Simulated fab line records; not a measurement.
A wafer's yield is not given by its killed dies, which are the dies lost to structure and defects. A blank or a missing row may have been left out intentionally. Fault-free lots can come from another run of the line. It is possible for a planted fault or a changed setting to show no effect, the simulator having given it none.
Chamber matching / flow sfqLine / SFQ_TRILAYER_I7_DEP_PECVD_183 on pecvd-02 has 3 sister chambers
The step deposits SiO2 from SiH4/N2O, time 111.11 s, target thk 500 nm. 14 wafers are shown with their chamber, then 6 later ones without.

WAFERS WITH THEIR CHAMBER
wafer=L185.2; chamber=1; showerheadVppV (V)=839; throttleValvePct (%)=23.8; heaterPowerW (W)=89
wafer=L185.4; chamber=0; showerheadVppV (V)=832; throttleValvePct (%)=25.5; heaterPowerW (W)=90
wafer=L185.6; chamber=2; showerheadVppV (V)=898; throttleValvePct (%)=24.9; heaterPowerW (W)=72
wafer=L186.3; chamber=2; showerheadVppV (V)=880; throttleValvePct (%)=25.3; heaterPowerW (W)=72
wafer=L186.4; chamber=0; showerheadVppV (V)=824; throttleValvePct (%)=26.1; heaterPowerW (W)=88
wafer=L186.5; chamber=2; showerheadVppV (V)=895; throttleValvePct (%)=25.4; heaterPowerW (W)=69
wafer=L187.3; chamber=1; showerheadVppV (V)=832; throttleValvePct (%)=23.7; heaterPowerW (W)=90
wafer=L187.4; chamber=1; showerheadVppV (V)=842; throttleValvePct (%)=24.2; heaterPowerW (W)=77
wafer=L187.5; chamber=0; showerheadVppV (V)=843; throttleValvePct (%)=25.9; heaterPowerW (W)=86
wafer=L188.1; chamber=0; showerheadVppV (V)=816; throttleValvePct (%)=25.8; heaterPowerW (W)=88
wafer=L188.5; chamber=2; showerheadVppV (V)=896; throttleValvePct (%)=25.1; heaterPowerW (W)=72
wafer=L188.6; chamber=0; showerheadVppV (V)=830; throttleValvePct (%)=25.9; heaterPowerW (W)=91
wafer=L193.1; chamber=2; showerheadVppV (V)=896; throttleValvePct (%)=25.7; heaterPowerW (W)=65
wafer=L193.2; chamber=1; showerheadVppV (V)=838; throttleValvePct (%)=24.3; heaterPowerW (W)=91

SIGNATURES (means of the wafers above)
reading=showerheadVppV; chamber 0=829.00; chamber 1=837.75; chamber 2=893.00; scatter within a chamber=7.8
reading=throttleValvePct; chamber 0=25.840; chamber 1=24.000; chamber 2=25.280; scatter within a chamber=0.273
reading=heaterPowerW; chamber 0=88.60; chamber 1=86.75; chamber 2=70.00; scatter within a chamber=4.07
Rule: for each reading, subtract the chamber's mean from the wafer's reading, divide by that reading's scatter and square the result; add these up over the readings and take the root, which gives the wafer's distance from the chamber. If the next closest chamber is less than 2 further off than the closest, the wafer can't be placed; otherwise it belongs to the closest. The scatter: the root of (the sum of the squares of (reading less its chamber's mean) over the shown wafers, divided by (wafers less chambers)).

WAFERS WITHOUT THEIR CHAMBER
wafer=L193.4; showerheadVppV (V)=903; throttleValvePct (%)=25.7; heaterPowerW (W)=68
wafer=L196.1; showerheadVppV (V)=821; throttleValvePct (%)=27.0; heaterPowerW (W)=82
wafer=L196.3; showerheadVppV (V)=900; throttleValvePct (%)=25.5; heaterPowerW (W)=65
wafer=L208.2; showerheadVppV (V)=911; throttleValvePct (%)=25.8; heaterPowerW (W)=68
wafer=L208.4; showerheadVppV (V)=901; throttleValvePct (%)=25.9; heaterPowerW (W)=72
wafer=L208.5; showerheadVppV (V)=836; throttleValvePct (%)=24.6; heaterPowerW (W)=87

THE CHAMBER EACH PASSED THROUGH
wafer=L193.4; from the rows above=2; in truth=2
wafer=L196.1; from the rows above=0; in truth=0
wafer=L196.3; from the rows above=2; in truth=2
wafer=L208.2; from the rows above=2; in truth=2
wafer=L208.4; from the rows above=2; in truth=2
wafer=L208.5; from the rows above=1; in truth=1
6 of 6 placed correctly. Can't be placed from these rows: 0. Number placed wrongly: 0.
